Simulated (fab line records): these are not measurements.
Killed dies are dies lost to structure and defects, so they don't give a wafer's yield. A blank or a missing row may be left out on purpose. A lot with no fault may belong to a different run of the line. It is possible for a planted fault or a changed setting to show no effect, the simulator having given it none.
Struck lot and sound lot, side by side	flow sky130	14 steps out of a route of 708
Sound: the wafers L435.1, L435.2, L435.4. Wafers struck: L441.2, L441.5, L441.6. The cause is given at the end.
Order at every step that has rows: each side's tool, ch and its chambers, its first start. Under that, the readings that differ: sound wafers	struck wafers	difference of the means	sigmas: that difference in standard deviations of wafers without a fault.
alike: words and numbers the same on both sides, and readings whose means are apart by under 2 such deviations; not compared: readings that were withheld, readings missing a value for some wafer, numbers with overlapping values and no deviation given by the record, and bounds like >300 which may hide the same value.
A row with sigmas, a row that says differs or no value, or rows on one side alone: a step with any of these is where the two part. Non-overlapping numbers with no deviation appear without sigmas and do not part them. A reading that every wafer of one side lacks parts them only if that side has two wafers or more.

first, 3 steps without rows for these wafers: SKY_VIA1_STRIP_17 (strips in post etch residue remover, time 1200 s); SKY_VIA1_CLEAN_18 (cleans in IPA, time 180 s); SKY_VIA1_CLEAN_19 (cleans in O3/DIW).
SKY_VIA1_SPUTTER_20: material TiN, target thk 20 nm, time 80 s.
  struck on pvd-sputter-01, day 39 08:58; sound on pvd-sputter-03, day 37 17:28
  alike: cathode-dc-power-W, chamber-pressure-pa, throttle-valve-pct
then, 1 step without rows for these wafers: SKY_VIA1_CVD_21 (deposits W, target thk 270 nm, time 80.902 s).
SKY_VIA1_RS_MEAS_22: measurement is done with a four-point probe.
  struck on film-metro-01, day 39 09:08; sound on film-metro-01, day 37 17:37
  alike: VIA1_W_RS
SKY_VIA1_THK_MEAS_23: measures by xrf.
  struck on film-metro-01, day 39 09:15; sound on film-metro-01, day 37 17:44
  alike: VIA1_W_THK
SKY_VIA1_CMP_24: polishes, stops on SiO2, t overpolish 15 s, target thk 0 nm.
  sound on cmp-01 ch 1,2,3, day 37 18:10; struck on cmp-02 ch 0,3, day 39 09:21
  alike: motor-current-A, overpolish-run-s, time-to-endpoint-s
SKY_METAL2_SPUTTER_00: material Ti, target thk 15 nm, time 10 s.
  struck on pvd-sputter-03, day 39 09:36; sound on pvd-sputter-03, day 37 18:28
  alike: cathode-dc-power-W, chamber-pressure-pa, throttle-valve-pct
SKY_METAL2_SPUTTER_01: material TiN, target thk 20 nm, time 16.7 s.
  struck on pvd-sputter-03, day 39 09:37; sound on pvd-sputter-03, day 37 18:29
  alike: cathode-dc-power-W, chamber-pressure-pa, throttle-valve-pct
SKY_METAL2_SPUTTER_02: material AlCu, target thk 250 nm, time 13.3 s.
  struck on pvd-sputter-03, day 39 09:39; sound on pvd-sputter-03, day 37 18:31
  alike: cathode-dc-power-W, chamber-pressure-pa, throttle-valve-pct
then, 1 step without rows for these wafers: SKY_METAL2_SPUTTER_03 (material Ti, target thk 5 nm, time 3.3 s).
SKY_METAL2_SPUTTER_04: material TiN, target thk 70 nm, time 58.3 s.
  struck on pvd-sputter-03, day 39 09:41; sound on pvd-sputter-03, day 37 18:33
  no value came back on the struck wafers for cathode-dc-power-W (W), chamber-pressure-pa (Pa), throttle-valve-pct (%); on the sound wafers cathode-dc-power-W (W) reads 6501.4 6498.5 6499.5
SKY_METAL2_THK_MEAS_06: measures by xrf.
  struck on film-metro-01, day 39 12:48; sound on film-metro-04, day 37 18:43
reading	sound	struck	difference	sigmas
METAL2_ALCU_THK (nm)	256 255 257	286 289 289	+32	+10
  not compared: hold

WHERE THEY PART
At SKY_METAL2_SPUTTER_04 first; at SKY_METAL2_THK_MEAS_06 last (within this record only).

WHY: the cause the simulator had injected
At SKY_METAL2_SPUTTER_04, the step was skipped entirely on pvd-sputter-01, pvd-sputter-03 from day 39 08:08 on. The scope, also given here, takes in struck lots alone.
